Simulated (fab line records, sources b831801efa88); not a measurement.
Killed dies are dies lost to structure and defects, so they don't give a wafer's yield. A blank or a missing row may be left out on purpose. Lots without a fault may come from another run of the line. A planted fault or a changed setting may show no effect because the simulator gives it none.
One fault seen from 2 desks | flow gf180mcu | each desk has only its own numbers; what lay behind them comes last

THE TOOL OWNER'S DESK: rie_diel-04
The tool's own readings at GF_STI_ETCH_13 (etches the open film in CHF3/O2, stops on Si, target depth 282.31 nm, time 112.9 s): means of the sampled wafers that have a number, for each lot that ran on this tool. A lot is out of limits, marked OUT, if its mean lies more than 4 standard deviations from the usual mean; the brackets give that distance.
Columns: A = drypump_motor_current_A at GF_STI_ETCH_13, usual 5.5 A; B = oes_product_au at GF_STI_ETCH_13, usual 0.832 a.u.; C = throttle_valve_pct at GF_STI_ETCH_13, usual 8.810 %
lot  | first seen here | A   | B                | C
L339 | day 2 01:41     | 5.7 | 0.828            | 8.806
L343 | day 2 21:46     | 5.7 | 0.841            | 8.816
L345 | day 3 08:10     | 5.7 | 0.837            | 8.802
L353 | day 5 01:50     | 5.8 | 0.784 (-7.3) OUT | 8.808
L354 | day 5 07:01     | 5.9 | 0.785 (-7.2) OUT | 8.801
L355 | day 5 12:07     | 5.8 | 0.795 (-5.7) OUT | 8.797
This desk's finding: out of limits on L353, L354, L355; first on L353, day 5 01:50 (oes_product_au at GF_STI_ETCH_13). In limits: L339, L343, L345.

THE METROLOGY DESK
What the gauges read, lot by lot, whatever tool the lot ran on: means of the sampled wafers that have a number. A lot is out of limits, marked OUT, if its mean lies more than 4 standard deviations from the usual mean; the brackets give that distance.
Columns: A = PSD_OVL at GF_PSD_OVL_MEAS_08, usual 0.4 nm; B = CONTACT_OVL at GF_CONTACT_OVL_MEAS_15, usual 0 nm
lot  | first seen here | A    | B
L339 | day 14 07:50    | -0.0 | -3
L340 | day 14 15:31    | 0.4  | 1
L343 | day 15 18:36    | 0.6  | -6
L345 | day 16 09:34    | 0.4  | 1
L346 | day 16 17:59    | -0.0 | -2
L347 | day 17 01:19    | -0.3 | 2
L353 | day 19 02:50    | 0.8  | -6
L354 | day 20 03:28    | 0.5  | 3
L355 | day 20 04:34    | 1.7  | -4
L356 | day 20 19:50    | -0.1 | 7
L357 | day 20 20:36    | 0.3  | 12
L358 | day 21 13:19    | -0.5 | -4
L362 | day 22 16:25    | 2.7  | 1
This desk's finding: nothing out of limits on any of the 13 lots.

PUT TOGETHER
The tool owner's desk could have raised an alarm at day 5 01:50, on L353, L354, L355.
The metrology desk saw nothing out of limits.
The metrology desk has L353, L354, L355 on record, within its limits.
Of the lots named, all ran GF_STI_ETCH_13 on rie_diel-04.

WHAT THE SIMULATOR HAD PUT IN
Process parameter drift: rie_diel-04, from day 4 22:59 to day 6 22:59, at GF_STI_ETCH_13. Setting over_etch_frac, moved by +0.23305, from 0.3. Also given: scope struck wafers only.
Lots struck among those shown: L353, L354, L355.
Hours from the fault's start to each desk's first reading out of limits: the tool owner's desk, 3.
